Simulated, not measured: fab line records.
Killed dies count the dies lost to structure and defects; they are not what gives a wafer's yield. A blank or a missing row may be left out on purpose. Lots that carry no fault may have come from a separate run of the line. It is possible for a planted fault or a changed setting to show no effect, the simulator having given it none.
8D (eight disciplines) problem report, filled in by code || flow gf180mcu || the parts of the form that need people (team, actions taken, sign-off) are left out

1. PROBLEM STATEMENT
V4_CVD_00_THK at GF_V4_THK_MEAS_01 reads a mean of 890 nm on 3 wafers of 2 lots; wafers without a fault read 599 nm with a standard deviation of 6.9. Measured from the usual mean, that is +42 standard deviations.
Earliest sighting: wafer L757.4 on filmMetro-01 at day 28 05:46. Wafers with a number at this step in the record: 39, from 13 lots. Rule for "out", or "out of limits": more than 4 standard deviations from the usual mean. Any other wafer with a number is counted as sound.

2. WHAT IT IS, WHAT IT ISN'T
{"question": "which readings at this step", "is": "V4_CVD_00_THK", "is not": "-"}
{"question": "which lots", "is": "L757, L759", "is not": "L744, L745, L747, L748, L749, L751, L760, L761, L762, L763, L764"}
{"question": "which wafers of those lots", "is": "L757.4, L759.1, L759.6", "is not": "L757.1, L757.3, L759.3"}
{"question": "read on which gauges", "is": "filmMetro-01, filmMetro-04", "is not": "filmMetro-02"}
{"question": "when", "is": "from day 28 05:46", "is not": "up to then (20 sound wafers); but 16 sound wafers of L759, L760, L761, L762, L763, L764 came after"}

3. SUSPECTS, AND WHAT RULES EACH OUT
Counting: if a tool at a process step up to the reading ran every lot that is out, it stays a suspect. Sound lots after the first of them don't rule it out here, since some wafers of a struck lot are sound.
- the gauge at GF_V4_THK_MEAS_01 has been ruled out. The wafers that are out were read on 2 gauges (filmMetro-01, filmMetro-04).
- cvdW-02 at GF_V3_CVD_23 (deposits W, target thk 350 nm, time 104.9 s): kept. Ran every lot that is out, first one L757 (day 27 07:56); last sound lot up to then L748 (day 24 08:39).
- hdpcvd-02 at GF_V4_CVD_00 (deposits SiO2, target thk 600 nm, time 100 s): kept. Ran every lot that is out, first one L757 (day 28 05:42); last sound lot up to then L751 (day 26 07:19). Out on those wafers are its own readings of sih4FlowSccm.
- At GF_V4_CVD_00, inside hdpcvd-02: chamber 0 took the wafers that are out, while their sound lot-mates went through chambers 1, 2.
What counting leaves: cvdW-02 at GF_V3_CVD_23 and hdpcvd-02 at GF_V4_CVD_00.

4. THE CAUSE (what the simulator had put in)
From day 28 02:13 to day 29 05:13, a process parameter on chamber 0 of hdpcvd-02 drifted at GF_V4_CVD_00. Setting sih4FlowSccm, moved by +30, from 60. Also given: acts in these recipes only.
Counting leaves 2 suspects; this tool is one of them.

5. THE CHAIN OF EFFECTS, in route order
Each row: a reading whose mean over the struck wafers that have a number lies more than 3 standard deviations from the usual. Only readings for which the record gives a usual standard deviation are gone through. hours: the time from each lot's start at the first step in this table that gives one to its start at this step, as a median over the lots. sigmas: the change in usual standard deviations.
{"hours": 0, "step": "GF_V4_CVD_00", "reading": "sih4FlowSccm", "usual": "60.00 sccm", "on struck wafers": 89.94, "change": "+29.94", "sigmas": "+99 or more"}
{"hours": 0, "step": "GF_V4_THK_MEAS_01", "reading": "V4_CVD_00_THK", "usual": "599 nm", "on struck wafers": 890, "change": "+291", "sigmas": "+42"}
It contains these process steps:
- GF_V4_CVD_00: deposits SiO2, target thk 600 nm, time 100 s.

6. HOW IT WOULD HAVE BEEN CAUGHT EARLIER
In this record the first reading out of limits at a measuring or inspecting step was taken at day 28 05:46, 4 hours after the fault began at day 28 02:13.
Tool's own readings at GF_V4_CVD_00, sih4FlowSccm: out on all struck wafers the step has rows for; an alarm limit on them would have tripped on the first.
Lots out: 2; of these, L759 started GF_V4_CVD_00 on hdpcvd-02 after day 28 05:46. Had the tool been put on hold then, it would have been spared.
